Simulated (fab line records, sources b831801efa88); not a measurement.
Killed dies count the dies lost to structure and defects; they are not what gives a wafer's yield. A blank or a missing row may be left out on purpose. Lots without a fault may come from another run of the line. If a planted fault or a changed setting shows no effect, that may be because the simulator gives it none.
Which of the tools did it? / flow sky130 / 12 lots, 36 wafers sampled, at 1 step of a route of 708

## WHAT EACH GAUGE READ, for each wafer
SKY_CAP2M_OVL_MEAS_12.
lot=L888; measured=day 40 07:40; on=overlay-02; CAP2M_OVL (nm)=-0.6 -0.3 0.0
lot=L890; measured=day 41 14:50; on=overlay-02; CAP2M_OVL (nm)=-4.1 -2.3 -2.3
lot=L893; measured=day 42 06:19; on=overlay-02; CAP2M_OVL (nm)=-1.3 -0.7 -1.1
lot=L894; measured=day 42 16:52; on=overlay-02; CAP2M_OVL (nm)=-3.6 -1.9 -3.6
lot=L895; measured=day 42 22:20; on=overlay-01; CAP2M_OVL (nm)=-2.1 -1.2 0.8
lot=L897; measured=day 43 07:05; on=overlay-01; CAP2M_OVL (nm)=1.5 0.0 -0.5
lot=L899; measured=day 44 01:44; on=overlay-02; CAP2M_OVL (nm)=1.0 -0.6 0.3
lot=L902; measured=day 44 14:38; on=overlay-02; CAP2M_OVL (nm)=1.3 2.0 0.0
lot=L905; measured=day 45 15:37; on=overlay-02; CAP2M_OVL (nm)=-0.7 -1.1 -1.5
lot=L907; measured=day 46 16:07; on=overlay-01; CAP2M_OVL (nm)=-2.1 -2.5 -0.8
lot=L910; measured=day 47 00:11; on=overlay-02; CAP2M_OVL (nm)=-2.3 -4.3 -2.4
lot=L911; measured=day 47 02:44; on=overlay-02; CAP2M_OVL (nm)=2.3 1.4 1.7

## TOOL THAT RAN EACH LOT (tool first, then ch and the chambers of the sampled wafers, then the start)
No process step before these readings appears in the record.

## AS READ BY THE TOOLS THEMSELVES (means over the sampled wafers that have a number; for cases with no such wafer, the mark the record gives instead)
The record holds no such reading with a usual standard deviation.

## THE ANSWER, worked out from the rows above alone
Rule: what is usual is taken from the lots themselves. Put in order of their means at a reading, lots are off if they are a third of the lots or fewer, leave a main group of 4 or more, and stand apart from it by a gap of 3 or more times the standard deviation of the main group's means; of several such gaps the widest counts. The tables above print the reading to a certain number of digits; a main group whose means all agree to those digits is not used. A lot without any number at a reading at which 4 lots or more have one is off too. Where the step has rows for the other lots, those lots are counted as sound. First the gauges in route order, then the tools' own readings, where a lot's mean is used as printed above. At the first step where some lot is off, the reading lying furthest off is the one used; lots without a number count as furthest.
Nothing can be told from this: no lot is off at any reading shown.

## WHAT THE SIMULATOR HAD PUT IN
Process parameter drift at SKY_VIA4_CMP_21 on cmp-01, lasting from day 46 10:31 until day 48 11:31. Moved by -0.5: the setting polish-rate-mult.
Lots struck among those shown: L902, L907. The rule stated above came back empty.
